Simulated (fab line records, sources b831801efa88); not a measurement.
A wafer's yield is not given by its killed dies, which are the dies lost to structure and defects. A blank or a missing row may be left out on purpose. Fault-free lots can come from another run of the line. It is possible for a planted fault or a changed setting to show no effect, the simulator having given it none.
What tool caused it? ; flow sky130 ; 45 wafers from 15 lots sampled at 2 of the route's 708 steps

WHAT THE GAUGES READ, wafer by wafer
SKY_VIA4_BOW_MEAS_03. Usual: VIA4_BOW typically reads 82 um, with standard deviation 7.5.
lot;measured;on;VIA4_BOW (um);flag
L746;day 43 10:14;film_metro-04;87 90 91;
L748;day 43 16:37;film_metro-02;96 75 78;
L749;day 44 02:55;film_metro-02;88 91 84;
L751;day 44 10:13;film_metro-04;86 68 65;
L752;day 44 18:58;film_metro-03;79 77 82;
L753;day 45 04:29;film_metro-02;86 95 94;
L754;day 45 12:38;film_metro-02;70 82 87;
L755;day 45 13:50;film_metro-04;77 73 80;
L756;day 46 02:55;film_metro-03;93 84 95;
L758;day 46 10:02;film_metro-04;79 76 81;
L759;day 46 15:16;film_metro-04;72 80 76;
L760;day 46 19:35;film_metro-04;151 139 140;OFF
L761;day 46 21:39;film_metro-04;130 144 137;OFF
L763;day 47 13:06;film_metro-02;127 120 136;OFF
L767;day 48 14:22;film_metro-03;77 85 80;

WHICH TOOL RAN EACH LOT (tool, then ch and the chambers of the sampled wafers, then the start)
lot;SKY_VIA4_CMP_02
L746;cmp-02 ch 0,1,2, day 43 10:01
L748;cmp-02 ch 0,2,3, day 43 16:22
L749;cmp-01 ch 0,2, day 44 02:35
L751;cmp-01 ch 1,2, day 44 09:53
L752;cmp-01 ch 1,2, day 44 18:40
L753;cmp-02 ch 1,2,3, day 45 04:16
L754;cmp-01 ch 0,1,3, day 45 12:23
L755;cmp-01 ch 0,1,3, day 45 13:35
L756;cmp-02 ch 0,1,2, day 46 02:37
L758;cmp-01 ch 0,1,2, day 46 09:50
L759;cmp-02 ch 0,2,3, day 46 14:57
L760;cmp-01 ch 2,3, day 46 19:17
L761;cmp-01 ch 0,1,2, day 46 21:23
L763;cmp-02 ch 2,3, day 47 12:47
L767;cmp-02 ch 0,1, day 48 14:03
- SKY_VIA4_CMP_02: polishes SiO2.

WHAT THE TOOLS THEMSELVES READ (means of the sampled wafers that have a number; where no wafer has one, the mark that the record gives instead)
SKY_VIA4_CMP_02. Usual: edge_zone_pressure_frac 1.000, standard deviation 0.0045; head_pressure_psi 4.001 psi, standard deviation 0.0078; motor_current_A 11.5 A, standard deviation 1.3; slurry_filter_dp_kPa 13.50 kPa, standard deviation 0.13.
lot;tool;edge_zone_pressure_frac;head_pressure_psi (psi);motor_current_A (A);slurry_filter_dp_kPa (kPa);flag
L746;cmp-02;1.001;4.000;11.6;13.46;
L748;cmp-02;0.995;4.007;12.5;13.53;
L749;cmp-01;0.993;3.992;10.6;13.43;
L751;cmp-01;1.007;3.996;12.0;13.62;
L752;cmp-01;1.000;3.999;11.8;13.57;
L753;cmp-02;0.999;4.001;11.4;13.48;
L754;cmp-01;1.003;4.004;10.7;13.58;
L755;cmp-01;1.002;4.001;10.7;13.51;
L756;cmp-02;0.999;4.005;11.7;13.60;
L758;cmp-01;1.000;4.004;11.5;13.48;
L759;cmp-02;1.000;4.000;12.7;13.54;
L760;cmp-01;-;-;-;-;OFF
L761;cmp-01;-;-;-;-;OFF
L763;cmp-02;-;-;-;-;OFF
L767;cmp-02;1.000;3.998;11.9;13.45;

THE ANSWER, worked out from the rows above alone
Rule: a lot counts as off when the mean over its wafers that have a number is more than 3 standard deviations away from the usual mean. A lot without any number at a reading at which 4 lots or more have one is off too. The other lots that the step has rows for count as sound. The gauges are gone through in route order, then the tools' own readings, and for those a lot's mean is taken as printed above. At the first step where some lot is off, the reading lying furthest off is the one used; lots without a number count as furthest.
Off: at SKY_VIA4_BOW_MEAS_03 (VIA4_BOW), L760, L761, L763.
A tool fits if, at a process step before that reading, it ran every lot that is off, and no sound lot after the first of them. The gauges at SKY_VIA4_BOW_MEAS_03 aren't tried: what is off there is off at SKY_VIA4_CMP_02 too, on other tools, and a gauge's error can't cause that. No candidate that was tried fits.

WHAT THE SIMULATOR HAD PUT IN
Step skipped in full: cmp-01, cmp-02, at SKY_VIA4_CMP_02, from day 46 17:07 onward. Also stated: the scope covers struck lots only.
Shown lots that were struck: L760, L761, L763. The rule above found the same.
